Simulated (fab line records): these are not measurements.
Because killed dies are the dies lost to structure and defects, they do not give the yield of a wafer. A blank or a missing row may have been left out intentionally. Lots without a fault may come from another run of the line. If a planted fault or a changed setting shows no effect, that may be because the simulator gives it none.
One fault through the eyes of 2 desks :: flow gf180mcu :: only its own numbers are on each desk; what lay behind them is given at the end

== DESK OF THE TOOL OWNER: implanter-03 ==
For each lot that ran on this tool, the mean over its sampled wafers that have a number, from the tool's own readings at GF_HV_LDD_IMPLANT_36. Marked OUT: a lot whose mean sits more than 4 standard deviations from the usual mean, which makes it out of limits; the brackets give that distance.
Columns: A = dose ions cm2 at GF_HV_LDD_IMPLANT_36, usual 7.504e+12; B = end station pressure torr at GF_HV_LDD_IMPLANT_36, usual 4.99e-06 Torr; C = faraday current uA at GF_HV_LDD_IMPLANT_36, usual 42.4
lot: L862
first seen here: day 11 20:46
A: 7.504e+12
B: 4.87e-06
C: 42.5

lot: L863
first seen here: day 12 06:39
A: 7.506e+12
B: 4.79e-06
C: 42.2

lot: L867
first seen here: day 13 09:50
A: 7.499e+12
B: 4.99e-06
C: 43.1

lot: L873
first seen here: day 15 14:52
A: 7.497e+12
B: 4.83e-06
C: 43.1

lot: L876
first seen here: day 16 12:32
A: 2.823e+13 (+99 or more) OUT
B: 5.36e-06
C: 159.9 (+99 or more) OUT

lot: L879
first seen here: day 17 10:34
A: 2.824e+13 (+99 or more) OUT
B: 5.24e-06
C: 159.8 (+99 or more) OUT
This desk finds L876, L879 out of limits, L876 being first, at day 16 12:32 (dose ions cm2 at GF_HV_LDD_IMPLANT_36). L862, L863, L867, L873: within limits.

== AT THE METROLOGY DESK ==
Means of the sampled wafers that have a number, per lot and without regard to the tool the lot ran on: this is what the gauges read. Marked OUT: a lot whose mean sits more than 4 standard deviations from the usual mean, which makes it out of limits; the brackets give that distance.
Columns: A = HV_LDD_3_TW at GF_HV_LDD_TW_MEAS_38, usual 1430; B = HV_LDD_RS at GF_HV_LDD_RS_MEAS_53, usual 418.2 ohm/sq
lot: L861
first seen here: day 11 13:40
A: 1426
B: 418.0

lot: L862
first seen here: day 11 21:01
A: 1425
B: 417.8

lot: L863
first seen here: day 12 06:54
A: 1440
B: 418.8

lot: L864
first seen here: day 12 10:49
A: 1429
B: 416.5

lot: L865
first seen here: day 12 23:48
A: 1422
B: 418.6

lot: L867
first seen here: day 13 10:04
A: 1434
B: 417.8

lot: L868
first seen here: day 13 20:07
A: 1418
B: 418.5

lot: L869
first seen here: day 14 04:55
A: 1423
B: 417.8

lot: L873
first seen here: day 15 15:07
A: 1425
B: 419.4

lot: L876
first seen here: day 16 12:46
A: 1681 (+31) OUT
B: 371.0 (-59) OUT

lot: L879
first seen here: day 17 10:49
A: 1713 (+34) OUT
B: 370.4 (-60) OUT

lot: L881
first seen here: day 17 22:17
A: 1438
B: 417.7

lot: L882
first seen here: day 18 06:59
A: 1429
B: 417.3

lot: L884
first seen here: day 19 03:51
A: 1431
B: 418.6
Per this desk, out of limits: L876, L879; the first was L876, day 16 12:46 (HV_LDD_3_TW at GF_HV_LDD_TW_MEAS_38). L861, L862, L863, L864, L865, L867, L868, L869, L873, L881, L882, L884: within limits.

== TAKEN TOGETHER ==
The tool owner's desk could have raised an alarm at day 16 12:32, on L876, L879.
L876, L879 would have let the metrology desk raise an alarm at day 16 12:46.
All the named lots went through GF_HV_LDD_IMPLANT_36 on implanter-03.

== WHAT WAS PUT IN BY THE SIMULATOR ==
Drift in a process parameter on implanter-03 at GF_HV_LDD_IMPLANT_36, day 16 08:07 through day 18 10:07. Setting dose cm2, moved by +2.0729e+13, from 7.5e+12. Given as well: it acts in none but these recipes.
Shown lots that were struck: L876, L879.
Counting hours from when the fault started, the first reading out of limits came at 4 for the tool owner's desk and at 5 for the metrology desk.
